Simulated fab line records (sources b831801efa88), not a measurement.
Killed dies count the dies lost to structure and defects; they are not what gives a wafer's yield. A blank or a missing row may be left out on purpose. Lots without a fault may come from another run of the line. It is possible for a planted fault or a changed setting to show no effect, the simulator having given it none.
A lot that was struck, set against a sound lot ; flow sky130 ; 17 steps out of a route of 708
Sound: the wafers L251.1, L251.2, L251.5. Struck: wafers L253.3, L253.5, L253.6. At the end, the cause is stated.
At each step with rows: each side's tool, then ch and its chambers, then its first start. Under that, the readings that differ: sound wafers ; struck wafers ; difference of the means ; sigmas: that difference in standard deviations of wafers without a fault.
alike: readings whose means differ by less than 2 such deviations, and words and numbers that are the same on both sides. not compared: withheld readings, readings that some wafer has no value for, bounds like >300 that may hide the same value, and numbers for which the record gives no deviation and whose values overlap.
The two part at a step that has a row with sigmas, a row that says differs or no value, or rows on one side only. Numbers that don't overlap but have no deviation are shown without sigmas and don't part them. A reading that every wafer of one side lacks parts them only if that side has two wafers or more.

SKY_VIA1_CMP_02: polishes SiO2.
  sound on cmp-02 ch 0,2,3, day 36 14:48; struck on cmp-02 ch 0,1,3, day 37 06:40
  alike: motorCurrentA, retainingRingPressureFrac, slurryFlowMlMin
SKY_VIA1_BOW_MEAS_03:
  sound on filmMetro-02, day 36 15:03; struck on filmMetro-01, day 37 06:52
  alike: VIA1_BOW
then, 8 steps without rows for these wafers: SKY_VIA1_DEHYDRATE_04 (time 60 s); SKY_VIA1_HMDS_05 (prime time 60 s); SKY_VIA1_COAT_06 (resist thk 60 nm); SKY_VIA1_COAT_07 (resist thk 450 nm); SKY_VIA1_SOFTBAKE_08 (time 90 s); SKY_VIA1_EXPOSE_09 (exposes mask VIM, target cd 150 nm); SKY_VIA1_PEB_10; SKY_VIA1_DEVELOP_11 (develop time 60 s).
SKY_VIA1_CD_MEAS_12: the cd target is 150 nm.
  sound on cdSem-01, day 37 16:11; struck on cdSem-02, day 38 08:11
  alike: cdNm
SKY_VIA1_OVL_MEAS_13:
  sound on overlay-02, day 37 16:19; struck on overlay-02, day 38 08:17
  alike: VIA1_OVL
SKY_VIA1_ETCH_14: etches BARC in N2/H2, stops on SiO2, time 45.9 s, target depth 60 nm.
  sound on rieDiel-02 ch 1,2, day 37 16:21; struck on rieDiel-01 ch 2,3, day 38 08:18
reading;sound;struck;difference;sigmas
oesProductAu (a.u.);0.847 0.858 0.854;0.777 0.782 0.779;-0.074;-15
runLengthS (s);74.2 74.3 74.3;84.0 84.6 83.8;+9.9;+18
model.KrF-thick_of_VIA1_COAT_07.thkNm (nm);392.4 390.5 390.9;383.1 380.9 382.3;-9.2;
  alike: biasW, drypumpMotorCurrentA, throttleValvePct
  not compared: rfHoursCounterH
SKY_VIA1_ETCH_15: etches SiO2 in C4F8/O2/Ar, stops on TiN, target depth 351 nm, time 54 s.
  sound on rieDiel-02 ch 1,2, day 37 16:23; struck on rieDiel-01 ch 2,3, day 38 08:20
reading;sound;struck;difference;sigmas
model.KrF-thick_of_VIA1_COAT_07.thkNm (nm);322.6 320 321.1;310.9 308.6 310.4;-11.3;
  alike: biasW, oesProductAu, runLengthS
  not compared: rfHoursCounterH
SKY_VIA1_STRIP_16: strips in O2/N2.
  sound on plasmaAsher-04 ch 0,1, day 37 16:26; struck on plasmaAsher-03 ch 0,1, day 38 08:25
reading;sound;struck;difference;sigmas
stripTimeToEndpointS (s);4.459 4.442 4.453;4.352 4.323 4.324;-0.118;-5
  alike: drypumpMotorCurrentA, oesProductAu
  not compared: rfHoursCounterH
then, 1 step without rows for these wafers: SKY_VIA1_STRIP_17 (strips in post etch residue remover, time 1200 s).
-- the record jumps here: 11 days lie between the struck wafers' starts before and after (it left off in module VIA1 and takes up again in module PAD_OPEN, whose first step shown is number 708 of the route) --
SKY_PAD_OPEN_PROBE_99:
  sound on prober-02, day 48 13:35; struck on prober-02, day 49 00:05
  alike: defectLimitedYield, killed_at_M0_to_M3, killed_at_M4_up, killedAtContacts, killedAtFrontEnd, killedAtOther, killedDies, killedOpen, killedShort, sort_bin_3_pad_short, sort_bin_5_function, sort_bin_6_memory, sortNPass, sortYieldPct

## WHERE THEY PART
First at SKY_VIA1_ETCH_14; last, within this record, at SKY_VIA1_STRIP_16. Later steps at which nothing parts them and some readings are alike: SKY_PAD_OPEN_PROBE_99.

WHY: whatever the simulator had introduced
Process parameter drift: rieDiel-01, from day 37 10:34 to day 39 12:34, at SKY_VIA1_ETCH_14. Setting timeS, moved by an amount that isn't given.
